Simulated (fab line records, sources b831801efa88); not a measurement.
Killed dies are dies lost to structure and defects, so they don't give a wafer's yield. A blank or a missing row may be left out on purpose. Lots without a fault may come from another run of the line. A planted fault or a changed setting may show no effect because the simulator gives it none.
fab line records | flow gf180mcu
record lots=6 wafers=18 last_day=33
route steps=602 shown MVSD@75 MVPSD@78 VT_IMPLANT@90
lots that met no fault: from a run of the same line without faults
start_h: hours from the record's first day to the start of the lot's first wafer shown | wait_h: hours since the lot's step before | " the same as in the row above | L1.1+2: a row that stands for several wafers | - no value, or no start given | * or withheld: withheld | < > ~ a bound
route shown NAME@n: a module of which the file shows steps, and the number in the route of the first | usual: mean/standard deviation of fault-free wafers | same: alike in all rows | chamber/n: place in a boat | sites: the reading at each site | _std_site: their standard deviation | _edge_site: outer sites' mean less inner sites' | radius_mm: how far each site lies from the wafer's centre | mask NAME#n: copy n | behind: the tool/chamber that last shaped the wafer | hold: why the lot was held/for how many hours/how that ended | device: the transistor (n, p or np) that didn't switch | end of line: the same wafers' tests at the end of the route | a step without rows: its recipe alone | killed: dies lost to structure and defects at the first sort, not the wafer's yield | map: a wafer's dies, x killed, . not, _ none there
set.NAME: the setting as run; set.NAME@STEP: as run at that earlier step | model.NAME: the simulator's own value behind a step, which no gauge read
lots at some steps of the route; a table a step, a row a wafer
services: from which hour (start_h, from the record's first day; less than 0 if before it) a tool's chamber was out of use, for how many hours, and why
## steps
# step GF_MVSD_IMPLANT_09
# recipe species=P energy_kev=100 dose_cm2=5e+12 tilt_deg=0
# step GF_MVSD_STRIP_10
# recipe chemistry=O2/N2 power_w=1400 pressure_mtorr=1500 platen_temp_c=250 o2_flow_sccm=3000 n2_flow_sccm=300 overash_fraction=0.5
# usual drypump_motor_current_A=5.7/0.37 heater_power_w=325/29 n2_flow_sccm=299.9/0.92 oes_product_au=0.723/0.0044 strip_time_to_endpoint_s=36.92/0.076
# columns lot.wafer tool chamber start_h wait_h drypump_motor_current_A heater_power_w n2_flow_sccm oes_product_au rf_hours_counter_h strip_time_to_endpoint_s
L477.3 plasma_asher-03 0 90.35 0.1 6.1 275 301.4 0.724 - 36.89
L477.5 " 1 " " 5.8 327 299.2 0.725 - 36.83
L477.6 " 0 " " 6.1 269 301.1 0.721 - 36.80
L483.1 plasma_asher-01 1 123.08 0.1 5.8 325 297.7 0.717 53 36.95
L483.3 " 0 " " 5.8 341 300.1 0.726 - 36.93
L483.6 " 0 " " 5.8 332 300.7 0.714 - 36.89
L491.2 plasma_asher-02 0 167.42 0.1 5.3 321 300.6 0.719 29 36.91
L491.4 " 1 " " 5.0 364 300.7 0.730 - 36.89
L491.5 " 1 " " 5.0 362 301.7 0.728 - 36.90
L492.3 plasma_asher-02 0 172.37 0.1 5.3 324 300.3 0.723 - 36.96
L492.5 " 1 " " 5.0 361 300.1 0.719 - 37.01
L492.6 " 0 " " 5.3 312 300.6 0.725 - 36.90
L493.3 plasma_asher-03 1 179.02 0.1 5.8 328 299.8 0.722 - 37.13
L493.5 " 1 " " 5.7 330 300.4 0.724 - 37.06
L493.6 " 0 " " 6.1 271 300.5 0.724 - 37.12
L495.2 plasma_asher-03 0 192.96 0.1 6.1 265 300.2 0.720 55 36.93
L495.3 " 0 " " 6.1 269 299.9 0.720 - 36.86
L495.6 " 1 " " 5.8 331 299.0 0.737 - 36.84
# step GF_MVSD_TW_MEAS_11
# usual MVSD_TW=1593/9
# columns lot.wafer tool chamber start_h wait_h MVSD_TW
L477.3 film_metro-03 - 90.44 0.1 1582
L477.5 " - " " 1585
L477.6 " - " " 1584
L483.1 film_metro-02 - 123.18 0.1 1593
L483.3 " - " " 1587
L483.6 " - " " 1594
L491.2 film_metro-04 - 167.53 0.1 1596
L491.4 " - " " 1600
L491.5 " - " " 1593
L492.3 film_metro-02 - 172.45 0.1 1599
L492.5 " - " " 1606
L492.6 " - " " 1604
L493.3 film_metro-04 - 179.10 0.1 1587
L493.5 " - " " 1584
L493.6 " - " " 1584
L495.2 film_metro-04 - 193.07 0.1 1602
L495.3 " - " " 1606
L495.6 " - " " 1596
# step GF_MVPSD_DEHYDRATE_00
# recipe temp_c=200 time_s=60
# step GF_MVPSD_HMDS_01
# recipe prime_time_s=60 prime_temp_c=120
# step GF_MVPSD_COAT_02
# recipe spin_rpm=2000 resist_thk_nm=3000
# step GF_MVPSD_SOFTBAKE_03
# recipe temp_c=110 time_s=withheld
# step GF_MVPSD_EXPOSE_04
# recipe mask_id=MVPSD target_cd_nm=1000 na=0.6 source_shape=conventional sigma_outer=0.6 dose_mj=260
# step GF_MVPSD_PEB_05
# recipe temp_c=115 time_s=withheld
# step GF_MVPSD_DEVELOP_06
# recipe wall_angle_deg=90 develop_time_s=60 dev_temp_c=23
# step GF_MVPSD_OVL_MEAS_07
# usual MVPSD_OVL=0.7/1.3
# columns lot.wafer tool chamber start_h wait_h MVPSD_OVL[nm]
L477.3 overlay-01 - 104.79 - 2.6
L477.5 " - " " 2.3
L477.6 " - " " 1.8
L483.1 overlay-02 - 137.56 - 4.3
L483.3 " - " " 2.4
L483.6 " - " " 1.5
L491.2 overlay-01 - 184.98 - 2.9
L491.4 " - " " 1.2
L491.5 " - " " 1.2
L492.3 overlay-01 - 189.42 - -0.7
L492.5 " - " " 0.6
L492.6 " - " " 1.7
L493.3 overlay-02 - 195.97 - 0.5
L493.5 " - " " 0.9
L493.6 " - " " 0.9
L495.2 overlay-02 - 210.87 - 1.9
L495.3 " - " " -0.6
L495.6 " - " " 0.7
# step GF_MVPSD_IMPLANT_08
# recipe species=B energy_kev=170 dose_cm2=1.5e+13 tilt_deg=0
# step GF_MVPSD_IMPLANT_09
# recipe species=B energy_kev=40 dose_cm2=5e+12 tilt_deg=0
# usual dose_ions_cm2=5e+12/5.1e+09 faraday_current_uA=28.2/0.56
# columns lot.wafer tool chamber start_h wait_h dose_ions_cm2 faraday_current_uA
L477.3 implanter-04 0 105.02 0.1 4.997e+12 28.7
L477.5 " 0 " " 4.987e+12 28.3
L477.6 " 0 " " 4.995e+12 28.7
L483.1 implanter-02 0 137.75 0.1 4.993e+12 28.7
L483.3 " 0 " " 4.998e+12 28.2
L483.6 " 0 " " 4.997e+12 28.2
L491.2 implanter-02 0 185.19 0.1 5.006e+12 27.3
L491.4 " 0 " " 4.998e+12 28.1
L491.5 " 0 " " 5.003e+12 28.3
L492.3 implanter-04 0 189.65 0.1 3.4854e+13 193.6
L492.5 " 0 " " 3.4844e+13 191.8
L492.6 " 0 " " 3.4853e+13 200.9
L493.3 implanter-04 0 196.20 0.1 3.4834e+13 195.6
L493.5 " 0 " " 3.4845e+13 193.7
L493.6 " 0 " " 3.4845e+13 196.8
L495.2 implanter-03 0 211.07 0.1 5.004e+12 27.6
L495.3 " 0 " " 5.002e+12 29.1
L495.6 " 0 " " 5.001e+12 27.4
# step GF_MVPSD_STRIP_10
# recipe chemistry=O2/N2 power_w=1400 pressure_mtorr=1500 platen_temp_c=250 o2_flow_sccm=3000 n2_flow_sccm=300 overash_fraction=0.5
# usual drypump_motor_current_A=5.86/0.28 heater_power_w=319/27 n2_flow_sccm=300.0/0.96 oes_product_au=0.722/0.0043 strip_time_to_endpoint_s=36.94/0.1
# columns lot.wafer tool chamber start_h wait_h drypump_motor_current_A heater_power_w n2_flow_sccm oes_product_au rf_hours_counter_h strip_time_to_endpoint_s
L477.3 plasma_asher-04 1 105.15 0.1 5.37 345 299.8 0.730 - 36.81
L477.5 " 1 " " 5.35 343 299.8 0.725 - 36.66
L477.6 " 0 " " 6.25 324 300.0 0.729 - 36.67
L483.1 plasma_asher-01 0 137.90 0.1 5.85 336 300.5 0.722 55 36.89
L483.3 " 0 " " 5.83 333 301.0 0.731 - 36.94
L483.6 " 1 " " 5.85 324 300.4 0.722 - 36.83
L491.2 plasma_asher-03 0 185.31 0.1 6.10 267 300.8 0.716 54 36.91
L491.4 " 1 " " 5.74 328 301.0 0.725 - 36.91
L491.5 " 1 " " 5.76 327 301.2 0.723 - 36.96
L492.3 plasma_asher-04 1 189.78 0.1 5.37 348 300.2 0.720 - 36.91
L492.5 " 0 " " 6.28 316 298.7 0.722 - 36.87
L492.6 " 1 " " 5.36 354 300.8 0.726 - 36.98
L493.3 plasma_asher-04 1 196.33 0.1 5.38 345 298.7 0.713 - 36.92
L493.5 " 1 " " 5.42 354 298.7 0.722 - 36.86
L493.6 " 0 " " 6.26 306 299.4 0.722 - 36.85
L495.2 plasma_asher-03 0 211.20 0.1 6.09 265 300.7 0.720 56 36.97
L495.3 " 0 " " 6.10 265 300.4 0.713 - 36.92
L495.6 " 0 " " 6.06 269 300.6 0.722 - 36.80
# step GF_MVPSD_TW_MEAS_11
# usual MVPSD_TW=558/3.4
# columns lot.wafer tool chamber start_h wait_h MVPSD_TW
L477.3 film_metro-04 - 105.24 0.1 561
L477.5 " - " " 559
L477.6 " - " " 559
L483.1 film_metro-02 - 138.00 0.1 558
L483.3 " - " " 556
L483.6 " - " " 556
L491.2 film_metro-04 - 185.42 0.1 559
L491.4 " - " " 558
L491.5 " - " " 559
L492.3 film_metro-02 - 189.87 0.1 703
L492.5 " - " " 701
L492.6 " - " " 705
L493.3 film_metro-02 - 196.42 0.1 699
L493.5 " - " " 698
L493.6 " - " " 698
L495.2 film_metro-02 - 211.31 0.1 561
L495.3 " - " " 559
L495.6 " - " " 560
# step GF_VT_IMPLANT_DEHYDRATE_00
# recipe temp_c=200 time_s=60
# step GF_VT_IMPLANT_HMDS_01
# recipe prime_time_s=60 prime_temp_c=120
# step GF_VT_IMPLANT_COAT_02
# recipe resist=NOVOLAK spin_rpm=3000 resist_thk_nm=1000
# step GF_VT_IMPLANT_SOFTBAKE_03
# recipe temp_c=90 time_s=60 resist=NOVOLAK
# step GF_VT_IMPLANT_EXPOSE_04
# recipe mask_id=LVPWELL_LV_AREA target_cd_nm=600 na=0.6 source_shape=conventional sigma_outer=0.6 dose_mj=140
# step GF_VT_IMPLANT_PEB_05
# recipe temp_c=withheld time_s=* resist=NOVOLAK
# step GF_VT_IMPLANT_DEVELOP_06
# recipe develop_time_s=60 dev_temp_c=23
# step GF_VT_IMPLANT_OVL_MEAS_07
# usual VT_IMPLANT_OVL=-0.1/1.4
# columns lot.wafer tool chamber start_h wait_h VT_IMPLANT_OVL[nm]
L477.3 overlay-02 - 120.02 0.1 0.2
L477.5 " - " " -1.6
L477.6 " - " " 1.0
L483.1 overlay-02 - 153.95 0.1 1.6
L483.3 " - " " -0.4
L483.6 " - " " -0.5
L491.2 overlay-01 - 202.27 0.1 2.3
L491.4 " - " " -0.4
L491.5 " - " " -2.3
L492.3 overlay-01 - 206.69 0.1 -0.9
L492.5 " - " " -0.3
L492.6 " - " " 0.4
L493.3 overlay-02 - 214.51 0.1 0.4
L493.5 " - " " 1.9
L493.6 " - " " -0.9
L495.2 overlay-01 - 229.23 0.1 -2.7
L495.3 " - " " -0.8
L495.6 " - " " 0.8
# step GF_VT_IMPLANT_IMPLANT_08
# recipe species=BF2 energy_kev=20 dose_cm2=8.29e+12 tilt_deg=7
# step GF_VT_IMPLANT_STRIP_09
# recipe chemistry=O2/N2 power_w=1400 pressure_mtorr=1500 platen_temp_c=250 o2_flow_sccm=3000 n2_flow_sccm=300 overash_fraction=0.5
# usual drypump_motor_current_A=5.5/0.44 heater_power_w=337/19 n2_flow_sccm=300.0/0.94 oes_product_au=0.716/0.0046 strip_time_to_endpoint_s=12.629/0.029
# columns lot.wafer tool chamber start_h wait_h drypump_motor_current_A heater_power_w n2_flow_sccm oes_product_au rf_hours_counter_h strip_time_to_endpoint_s
L477.3 plasma_asher-02 0 120.23 0.1 5.3 319 300.5 0.722 - 12.618
L477.5 " 1 " " 5.0 365 299.2 0.717 - 12.592
L477.6 " 0 " " 5.3 314 299.3 0.715 - 12.627
L483.1 plasma_asher-02 0 154.13 0.1 5.3 324 301.3 0.713 27 12.557
L483.3 " 0 " " 5.3 319 301.2 0.713 - 12.556
L483.6 " 1 " " 5.0 363 300.4 0.715 - 12.567
L491.2 plasma_asher-04 1 202.45 0.1 5.3 348 301.3 0.708 8 12.650
L491.4 " 1 " " 5.4 333 301.9 0.712 - 12.631
L491.5 " 1 " " 5.4 338 301.4 0.714 - 12.618
L492.3 plasma_asher-04 0 206.90 0.1 6.3 313 300.6 0.717 - 12.628
L492.5 " 0 " " 6.2 323 300.2 0.720 - 12.620
L492.6 " 1 " " 5.4 342 301.7 0.717 - 12.639
L493.3 plasma_asher-01 0 214.71 0.1 5.8 341 300.8 0.717 - 12.635
L493.5 " 0 " " 5.8 339 300.0 0.724 - 12.624
L493.6 " 1 " " 5.8 323 299.1 0.716 - 12.609
L495.2 plasma_asher-02 0 229.41 0.1 5.3 330 300.5 0.717 35 12.661
L495.3 " 1 " " 5.0 372 302.1 0.713 - 12.659
L495.6 " 1 " " 5.0 351 301.0 0.721 - 12.666
# step GF_VT_IMPLANT_TW_MEAS_10
# usual VT_IMPLANT_TW=572/3.5
# columns lot.wafer tool chamber start_h wait_h VT_IMPLANT_TW
L477.3 film_metro-04 - 120.32 0.1 570
L477.5 " - " " 572
L477.6 " - " " 574
L483.1 film_metro-01 - 154.23 0.1 575
L483.3 " - " " 575
L483.6 " - " " 575
L491.2 film_metro-01 - 202.56 0.1 574
L491.4 " - " " 573
L491.5 " - " " 578
L492.3 film_metro-04 - 206.98 0.1 574
L492.5 " - " " 572
L492.6 " - " " 571
L493.3 film_metro-02 - 214.85 0.1 569
L493.5 " - " " 571
L493.6 " - " " 570
L495.2 film_metro-04 - 229.52 0.1 570
L495.3 " - " " 567
L495.6 " - " " 566
# step GF_VT_IMPLANT_DEHYDRATE_11
# recipe temp_c=200 time_s=60
# step GF_VT_IMPLANT_HMDS_12
# recipe prime_time_s=60 prime_temp_c=120
# step GF_VT_IMPLANT_COAT_13
# recipe resist=NOVOLAK spin_rpm=3000 resist_thk_nm=1000
# step GF_VT_IMPLANT_SOFTBAKE_14
# recipe temp_c=90 time_s=60 resist=NOVOLAK
# step GF_VT_IMPLANT_EXPOSE_15
# recipe mask_id=Nwell_LV_AREA target_cd_nm=860 na=0.6 source_shape=conventional sigma_outer=0.6 dose_mj=140
# step GF_VT_IMPLANT_PEB_16
# recipe temp_c=withheld time_s=* resist=NOVOLAK
# step GF_VT_IMPLANT_DEVELOP_17
# recipe develop_time_s=60 dev_temp_c=23
# step GF_VT_IMPLANT_OVL_MEAS_18
# usual VT_IMPLANT_01_OVL=1.2/1.8
# columns lot.wafer tool chamber start_h wait_h VT_IMPLANT_01_OVL[nm]
L477.3 overlay-02 - 134.66 0.1 1.5
L477.5 " - " " 3.2
L477.6 " - " " 2.8
L483.1 overlay-02 - 169.58 0.1 0.6
L483.3 " - " " 2.0
L483.6 " - " " -0.1
L491.2 overlay-02 - 220.58 0.1 0.1
L491.4 " - " " -0.3
L491.5 " - " " 1.0
L492.3 overlay-02 - 225.01 0.1 -0.2
L492.5 " - " " -0.2
L492.6 " - " " -2.0
L493.3 overlay-01 - 233.09 0.1 -0.2
L493.5 " - " " 1.4
L493.6 " - " " 1.1
L495.2 overlay-01 - 246.90 0.1 4.8
L495.3 " - " " 6.0
L495.6 " - " " 4.3
# step GF_VT_IMPLANT_IMPLANT_19
# recipe species=As energy_kev=100 dose_cm2=4.35e+12 tilt_deg=7
# step GF_VT_IMPLANT_STRIP_20
# recipe chemistry=O2/N2 power_w=1400 pressure_mtorr=1500 platen_temp_c=250 o2_flow_sccm=3000 n2_flow_sccm=300 overash_fraction=0.5
# usual drypump_motor_current_A=5.5/0.42 heater_power_w=337/19 n2_flow_sccm=299.9/0.81 oes_product_au=0.717/0.0046 strip_time_to_endpoint_s=12.64/0.033
# columns lot.wafer tool chamber start_h wait_h drypump_motor_current_A heater_power_w n2_flow_sccm oes_product_au rf_hours_counter_h strip_time_to_endpoint_s
L477.3 plasma_asher-02 0 134.87 0.1 5.3 323 299.2 0.717 - 12.68
L477.5 " 1 " " 5.0 359 298.5 0.715 - 12.67
L477.6 " 0 " " 5.3 320 298.8 0.713 - 12.65
L483.1 plasma_asher-04 0 169.76 0.1 6.3 313 299.5 0.713 5 12.64
L483.3 " 1 " " 5.4 356 299.2 0.716 - 12.63
L483.6 " 1 " " 5.4 345 299.5 0.711 - 12.62
L491.2 plasma_asher-02 1 220.76 0.1 5.0 374 299.2 0.721 34 12.67
L491.4 " 1 " " 5.0 365 299.3 0.714 - 12.63
L491.5 " 0 " " 5.3 324 300.0 0.718 - 12.64
L492.3 plasma_asher-02 0 225.21 0.1 5.3 326 299.8 0.718 - 12.67
L492.5 " 0 " " 5.3 316 300.5 0.717 - 12.62
L492.6 " 1 " " 5.0 363 300.6 0.716 - 12.63
L493.3 plasma_asher-01 1 233.30 0.1 5.9 322 299.2 0.716 - 12.61
L493.5 " 0 " " 5.8 341 299.9 0.718 - 12.56
L493.6 " 1 " " 5.9 327 298.8 0.722 - 12.59
L495.2 plasma_asher-01 1 247.08 0.1 5.9 334 300.0 0.711 65 12.60
L495.3 " 0 " " 5.8 337 299.1 0.709 - 12.61
L495.6 " 1 " " 5.9 335 300.3 0.708 - 12.60
# step GF_VT_IMPLANT_TW_MEAS_21
# usual VT_IMPLANT_2_TW=1232/9.3
# columns lot.wafer tool chamber start_h wait_h VT_IMPLANT_2_TW
L477.3 film_metro-04 - 134.95 0.1 1234
L477.5 " - " " 1233
L477.6 " - " " 1235
L483.1 film_metro-04 - 169.86 0.1 1227
L483.3 " - " " 1224
L483.6 " - " " 1225
L491.2 film_metro-01 - 220.87 0.1 1247
L491.4 " - " " 1246
L491.5 " - " " 1250
L492.3 film_metro-01 - 225.30 0.1 1246
L492.5 " - " " 1248
L492.6 " - " " 1250
L493.3 film_metro-02 - 233.38 0.1 1228
L493.5 " - " " 1230
L493.6 " - " " 1228
L495.2 film_metro-02 - 247.19 0.1 1222
L495.3 " - " " 1223
L495.6 " - " " 1220
# step GF_VT_IMPLANT_DEHYDRATE_22
# recipe temp_c=200 time_s=60
# step GF_VT_IMPLANT_HMDS_23
# recipe prime_time_s=60 prime_temp_c=120
# step GF_VT_IMPLANT_COAT_24
# recipe resist=NOVOLAK spin_rpm=3000 resist_thk_nm=1000
# step GF_VT_IMPLANT_SOFTBAKE_25
# recipe temp_c=90 time_s=60 resist=NOVOLAK
# step GF_VT_IMPLANT_EXPOSE_26
# recipe mask_id=LVPWELL_HV_AREA target_cd_nm=860 na=0.6 source_shape=conventional sigma_outer=0.6 dose_mj=140
# step GF_VT_IMPLANT_RS_MEAS_49
# recipe thk_meas_gauge=four-point-probe
# usual MVPSD_RS=1170/3.6
# columns lot.wafer tool chamber start_h wait_h MVPSD_RS[ohm/sq]
L477.3 film_metro-04 - 166.95 0.1 1165
L477.5 " - " " 1169
L477.6 " - " " 1168
L483.1 film_metro-03 - 204.67 0.1 1174
L483.3 " - " " 1174
L483.6 " - " " 1174
L491.2 film_metro-03 - 258.49 0.1 1170
L491.4 " - " " 1170
L491.5 " - " " 1168
L492.3 film_metro-02 - 263.11 0.1 696
L492.5 " - " " 696
L492.6 " - " " 696
L493.3 film_metro-02 - 271.97 0.1 695
L493.5 " - " " 693
L493.6 " - " " 696
L495.2 film_metro-04 - 285.74 0.1 1170
L495.3 " - " " 1173
L495.6 " - " " 1167
## services
# columns tool chamber start_h hours kind
implanter-04 - 74.20 1.5 repair
implanter-04 - 95.43 3.1 pm
implanter-04 - 101.25 1.4 repair
plasma_asher-04 - 107.14 2.8 pm
plasma_asher-03 - 109.71 1.4 repair
plasma_asher-04 - 109.89 9.0 pm
plasma_asher-04 0 109.89 10.6 vent_cycle
plasma_asher-04 1 109.89 10.6 vent_cycle
plasma_asher-04 - 110.76 9.8 repair
plasma_asher-04 0 118.89 - clean
plasma_asher-04 1 118.89 - clean
implanter-03 - 122.78 12.5 repair
implanter-04 - 141.34 18.0 repair
plasma_asher-02 - 189.38 0.4 repair
implanter-03 - 204.96 0.8 repair
plasma_asher-01 - 218.55 10.0 pm
implanter-02 - 221.29 1.1 repair
## key
first_sign step=GF_MVPSD_IMPLANT_09 reading=dose_ions_cm2 direction=up sigmas=99+ usual=5e+12 struck=3.4846e+13
effect step=GF_MVPSD_IMPLANT_09 reading=faraday_current_uA direction=up sigmas=99+ usual=28.2 struck=195.4
effect step=GF_MVPSD_TW_MEAS_11 reading=MVPSD_TW direction=up sigmas=42 usual=558 struck=700
effect step=GF_VT_IMPLANT_RS_MEAS_49 reading=MVPSD_RS direction=down sigmas=99+ usual=1170 struck=695
met_at GF_MVPSD_IMPLANT_09
struck_wafers L492.3,L492.5,L492.6,L493.3,L493.5,L493.6
tester_left_out L492,L493
onset_between 105.02 189.65
fault kind=process_parameter_drift tool=implanter-04 chamber=- onset_h=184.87 steps=GF_MVPSD_IMPLANT_09 channel=dose_cm2 offset=2.9845e+13 shape=step end_h=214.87 acts_in=these_recipes_only stated=5e+12
# tester_left_out: of these lots the tester's yield and bins aren't shown, on N5 and GAA mostly nor the transistor test; their killed dies are dies lost to structure and defects alone, not to doping, threshold or leakage, so they don't give the yield
